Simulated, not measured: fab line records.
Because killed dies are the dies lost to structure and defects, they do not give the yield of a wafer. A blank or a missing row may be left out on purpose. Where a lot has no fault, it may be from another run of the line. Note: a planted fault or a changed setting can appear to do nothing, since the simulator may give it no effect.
fab line records	flow sky130	part 2 of 2: steps 30 to 39 of 39
[record] lots = 5	wafers = 15	last_day = 49
route steps=708 shown POLY_GATE@234 LDD_N@237 LDD_P@255 LDD_HVN@267
lots with no fault: from the same line, run without faults
start_h: the number of hours between the record's first day and the start of the first shown wafer of the lot	wait_h: time in hours since the lot's previous step	" repeats the value in the row above	L1.1+2: a row that stands for several wafers	- either no value or no given start	* or withheld: withheld	< > ~ a bound
route shown NAME@n: names a module that has steps shown in the file, with the first one's number in the route	usual: the fault-free wafers' mean and standard deviation	same: alike in all rows	chamber/n: place in a boat	sites: the reading at each site	_std_site: standard deviation of those values	_edge_site: outer sites' mean less inner sites'	radius_mm: how far each site lies from the wafer's centre	mask NAME#n: copy n	behind: the most recent tool/chamber to have shaped the wafer	hold: why the lot went on hold/how many hours it stayed there/how the hold came to an end	device: names the non-switching transistor (n, p or np)	end of line: tests run on the same wafers once the route is complete	a step given without rows: its recipe and nothing more	killed: at the first sort, the dies lost to defects and structure; wafer yield is something else	map: a wafer's dies, x killed, . not, _ none there
set.NAME: the setting the step ran with; set.NAME@STEP: the setting that earlier step ran with	model.NAME: the simulator's own value behind a step, which no gauge read
lots at some steps of the route; a table a step, a row a wafer
services: when a tool's chamber went out of use (start_h, in hours from the record's first day, below 0 if earlier), for how many hours, and the reason
[[steps]]
[step SKY_LDD_P_OVL_MEAS_08]
[usual] LDD_P_OVL = -0.9/1.5
lot.wafer	tool	chamber	start_h	wait_h	LDD_P_OVL[nm]
L078.1	overlay-01	-	465.51	0.1	0.8
L078.2	"	-	"	"	2.4
L078.5	"	-	"	"	1.5
L079.1	overlay-02	-	479.16	0.1	-2.1
L079.5	"	-	"	"	-2.1
L079.6	"	-	"	"	-2.6
L082.1	overlay-01	-	514.21	0.1	-0.1
L082.3	"	-	"	"	0.5
L082.5	"	-	"	"	-0.5
L091.1	overlay-02	-	584.86	0.1	0.1
L091.5	"	-	"	"	-1.1
L091.6	"	-	"	"	-0.2
L092.2	overlay-01	-	586.57	0.1	-0.9
L092.5	"	-	"	"	-1.6
L092.6	"	-	"	"	-2.5
[step SKY_LDD_P_IMPLANT_09]
[recipe] species = BF2	energy_kev = 25	dose_cm2 = 1e+13	tilt_deg = withheld
[same] implant_ion_amu = 49
lot.wafer	tool	chamber	start_h	wait_h
L078.1+2+5	implanter-01	0	465.55	0.0
L079.1+5+6	implanter-01	0	479.20	0.0
L082.1+3+5	implanter-01	0	514.25	0.0
L091.1+5+6	implanter-04	0	584.90	0.0
L092.2+5+6	implanter-04	0	586.62	0.0
[step SKY_LDD_P_STRIP_10]
[recipe] chemistry = O2/N2	power_w = 1400	pressure_mtorr = 1500	platen_temp_c = withheld	o2_flow_sccm = 3000	n2_flow_sccm = 300	overash_fraction = 0.5
[usual] chamber_pressure_mTorr = 1500.0/1.2	drypump_motor_current_A = 5.7/0.37	oes_product_au = 0.716/0.0047	strip_time_to_endpoint_s = 14.19/0.052
lot.wafer	tool	chamber	start_h	wait_h	chamber_pressure_mTorr	drypump_motor_current_A	oes_product_au	rf_hours_counter_h	strip_time_to_endpoint_s
L078.1	plasma_asher-04	1	465.70	0.1	1500.6	5.9	0.716	78	14.18
L078.2	"	0	"	"	1496.7	6.2	0.719	78	14.21
L078.5	"	0	"	"	1500.6	6.2	0.718	-	14.26
L079.1	plasma_asher-03	1	479.35	0.1	1500.5	6.0	0.721	4	14.26
L079.5	"	1	"	"	1499.6	6.0	0.707	-	14.29
L079.6	"	0	"	"	1499.4	5.5	0.721	-	14.29
L082.1	plasma_asher-01	0	514.40	0.1	1500.1	5.8	0.713	67	14.18
L082.3	"	0	"	"	1499.1	5.8	0.719	-	14.16
L082.5	"	0	"	"	1500.8	5.8	0.718	-	14.16
L091.1	plasma_asher-04	1	585.05	0.1	1500.8	5.9	0.717	90	14.15
L091.5	"	1	"	"	1499.0	5.9	0.717	-	14.19
L091.6	"	0	"	"	1501.6	6.3	0.714	-	14.15
L092.2	plasma_asher-01	0	586.75	0.1	1501.9	5.8	0.717	74	14.23
L092.5	"	1	"	"	1502.0	5.1	0.717	-	14.23
L092.6	"	0	"	"	1499.3	5.8	0.726	-	14.19
[step SKY_LDD_P_TW_MEAS_11]
[usual] LDD_P_TW = 629/5.1
lot.wafer	tool	chamber	start_h	wait_h	LDD_P_TW
L078.1	film_metro-02	-	465.80	0.1	621
L078.2	"	-	"	"	621
L078.5	"	-	"	"	621
L079.1	film_metro-02	-	479.45	0.1	621
L079.5	"	-	"	"	621
L079.6	"	-	"	"	622
L082.1	film_metro-02	-	514.50	0.1	625
L082.3	"	-	"	"	622
L082.5	"	-	"	"	625
L091.1	film_metro-01	-	585.15	0.1	632
L091.5	"	-	"	"	631
L091.6	"	-	"	"	632
L092.2	film_metro-01	-	586.86	0.1	629
L092.5	"	-	"	"	633
L092.6	"	-	"	"	634
[step SKY_LDD_HVN_DEHYDRATE_00]
[recipe] temp_c = 200	time_s = 60
[usual] exhaust_pa = 45.1/0.85
lot.wafer	tool	chamber	start_h	wait_h	exhaust_pa
L078.1	litho_track-01	0	480.28	14.5	47.2
L078.2	"	0	"	"	45.6
L078.5	"	0	"	"	46.8
L079.1	litho_track-04	0	494.21	14.8	46.9
L079.5	"	0	"	"	45.8
L079.6	"	0	"	"	45.9
L082.1	litho_track-01	0	528.67	14.2	43.6
L082.3	"	0	"	"	45.0
L082.5	"	0	"	"	44.0
L091.1	litho_track-04	0	599.41	14.3	45.1
L091.5	"	0	"	"	45.5
L091.6	"	0	"	"	44.3
L092.2	litho_track-04	0	600.98	14.1	44.0
L092.5	"	0	"	"	44.5
L092.6	"	0	"	"	43.7
[step SKY_LDD_HVN_HMDS_01]
[recipe] prime_time_s = 60	prime_temp_c = 120
[usual] exhaust_pa = 45.0/0.87	prime_temp_c = 120.02/0.14
[same] prime_time_s = 60
lot.wafer	tool	chamber	start_h	wait_h	exhaust_pa	prime_temp_c
L078.1	litho_track-01	0	480.43	0.1	44.6	119.90
L078.2	"	0	"	"	46.0	120.04
L078.5	"	0	"	"	46.2	119.99
L079.1	litho_track-04	0	494.36	0.1	45.2	119.96
L079.5	"	0	"	"	44.4	119.87
L079.6	"	0	"	"	45.0	120.10
L082.1	litho_track-01	0	528.82	0.1	46.9	120.20
L082.3	"	0	"	"	46.1	120.06
L082.5	"	0	"	"	44.1	120.08
L091.1	litho_track-04	0	599.56	0.1	44.8	120.30
L091.5	"	0	"	"	44.6	119.90
L091.6	"	0	"	"	45.5	120.11
L092.2	litho_track-04	0	601.13	0.1	45.9	119.98
L092.5	"	0	"	"	45.1	119.96
L092.6	"	0	"	"	44.2	119.90
[step SKY_LDD_HVN_COAT_02]
[recipe] resist = NOVOLAK	spin_rpm = 3000	resist_thk_nm = 300
[usual] exhaust_pa = 45.1/0.95	spin_speed_rpm = 3000.1/1.8
lot.wafer	tool	chamber	start_h	wait_h	exhaust_pa	spin_speed_rpm
L078.1	litho_track-01	0	480.58	0.1	46.1	2998.6
L078.2	"	0	"	"	45.6	3002.5
L078.5	"	0	"	"	46.5	3001.3
L079.1	litho_track-04	0	494.51	0.1	45.4	2998.2
L079.5	"	0	"	"	45.0	2999.7
L079.6	"	0	"	"	45.7	2999.2
L082.1	litho_track-01	0	528.97	0.1	47.3	2997.8
L082.3	"	0	"	"	44.1	3000.4
L082.5	"	0	"	"	45.6	2997.4
L091.1	litho_track-04	0	599.71	0.1	44.9	3000.3
L091.5	"	0	"	"	45.4	3001.3
L091.6	"	0	"	"	44.8	2998.3
L092.2	litho_track-04	0	601.28	0.1	45.8	2999.6
L092.5	"	0	"	"	47.0	2999.9
L092.6	"	0	"	"	46.4	3000.8
[step SKY_LDD_HVN_SOFTBAKE_03]
[recipe] temp_c = 90	time_s = 60	resist = NOVOLAK
[usual] exhaust_pa = 45.1/0.92
lot.wafer	tool	chamber	start_h	wait_h	exhaust_pa
L078.1	litho_track-01	0	480.73	0.1	45.9
L078.2	"	0	"	"	45.5
L078.5	"	0	"	"	44.2
L079.1	litho_track-04	0	494.66	0.1	44.4
L079.5	"	0	"	"	45.1
L079.6	"	0	"	"	44.8
L082.1	litho_track-01	0	529.12	0.1	44.3
L082.3	"	0	"	"	45.7
L082.5	"	0	"	"	43.8
L091.1	litho_track-04	0	599.86	0.1	45.4
L091.5	"	0	"	"	45.4
L091.6	"	0	"	"	45.5
L092.2	litho_track-04	0	601.43	0.1	44.5
L092.5	"	0	"	"	45.0
L092.6	"	0	"	"	44.3
[step SKY_LDD_HVN_EXPOSE_04]
[recipe] mask_id = HVNTM	na = 0.6	source_shape = conventional	sigma_outer = 0.6	polarization = unpolarized	target_cd_nm = 700	dose_mj = 127
lot.wafer	tool	chamber	start_h	wait_h	mask
L078.1+2+5	iline_stepper-01	0	-	-	HVNTM#0
L079.1+5+6	iline_stepper-02	0	-	-	HVNTM#0
L082.1+3+5	iline_stepper-01	0	-	-	HVNTM#0
L091.1+5+6	iline_stepper-01	0	-	-	HVNTM#0
L092.2+5+6	iline_stepper-02	0	-	-	HVNTM#0
[step SKY_LDD_HVN_PEB_05]
[recipe] temp_c = withheld	time_s = *	resist = NOVOLAK
[usual] exhaust_pa = 44.9/0.91
lot.wafer	tool	chamber	start_h	wait_h	exhaust_pa
L078.1	litho_track-04	0	-	-	44.8
L078.2	"	0	"	"	45.6
L078.5	"	0	"	"	46.1
L079.1	litho_track-04	0	-	-	43.9
L079.5	"	0	"	"	45.0
L079.6	"	0	"	"	44.9
L082.1	litho_track-04	0	-	-	46.0
L082.3	"	0	"	"	44.5
L082.5	"	0	"	"	45.2
L091.1	litho_track-02	0	-	-	44.5
L091.5	"	0	"	"	43.3
L091.6	"	0	"	"	43.8
L092.2	litho_track-04	0	-	-	43.5
L092.5	"	0	"	"	43.4
L092.6	"	0	"	"	44.7
[[services]]
tool	chamber	start_h	hours	kind
implanter-04	-	384.89	112.4	pm
iline_stepper-01	-	394.68	4.4	pm
furnace-02	-	404.05	3.6	pm
plasma_asher-03	-	421.25	9.0	pm
furnace-02	-	421.63	6.8	pm
implanter-01	-	425.74	21.5	pm
implanter-01	-	447.93	4.0	repair
implanter-01	-	451.92	3.9	pm
furnace-01	-	452.17	4.3	pm
implanter-03	-	476.60	0.9	repair
implanter-04	-	497.27	3.5	pm
furnace-02	-	497.40	3.2	pm
implanter-04	-	509.53	2.1	repair
iline_stepper-02	-	514.62	1.7	pm
furnace-01	-	514.97	3.4	pm
implanter-01	-	520.40	0.7	repair
plasma_asher-01	-	526.97	2.2	repair
implanter-04	-	536.06	15.6	repair
implanter-01	-	553.27	3.1	repair
implanter-03	-	556.64	0.6	repair
iline_stepper-01	-	578.91	1.7	pm
iline_stepper-02	-	591.63	2.1	pm
implanter-03	-	600.23	5.1	repair
plasma_asher-04	-	601.37	9.2	pm
